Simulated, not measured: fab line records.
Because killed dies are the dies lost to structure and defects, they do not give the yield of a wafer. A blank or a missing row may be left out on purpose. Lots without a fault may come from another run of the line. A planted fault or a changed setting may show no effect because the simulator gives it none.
Chamber matching ; flow gf180mcu ; GF_V3_ETCH_16 on rieDiel-04: 4 sister chambers
The step etches BARC in N2/H2. 4 wafers are shown with their chamber, then 7 later ones without.

EACH WAFER AND ITS CHAMBER
wafer;chamber;drypumpMotorCurrentA (A)
L082.1;2;5.3
L087.2;1;6.3
L088.4;3;5.1
L088.5;0;5.1

WAFERS WITH NO CHAMBER GIVEN
wafer;drypumpMotorCurrentA (A)
L088.6;5.1
L092.1;5.1
L092.4;5.2
L092.5;5.1
L094.1;6.3
L094.2;5.1
L094.5;5.1

WHICH CHAMBER EACH ONE RAN IN
wafer;from the rows above;in truth
L088.6;can't be placed: 0 or 3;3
L092.1;can't be placed: 0 or 3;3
L092.4;can't be placed: 2 or 0 or 3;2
L092.5;can't be placed: 0 or 3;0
L094.1;1;1
L094.2;can't be placed: 0 or 3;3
L094.5;can't be placed: 0 or 3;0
Correctly placed: 1 of 7. Unplaceable from these rows: 6, with the true chamber sitting among the candidates in 6. Wrongly placed: 0.
How it was worked out, from the rows above alone: a wafer's distance from a chamber is the root of the sum, over the readings, of the square of ((its reading less the chamber's mean) divided by the reading's scatter). If the next closest chamber is less than 2 further off than the closest, the wafer can't be placed; otherwise it belongs to the closest. The mean given for a chamber averages the wafers shown for that chamber. The scatter (one wafer shown for each chamber): square how far every hidden wafer sits from the nearest shown wafer, average those squares and take the square root.
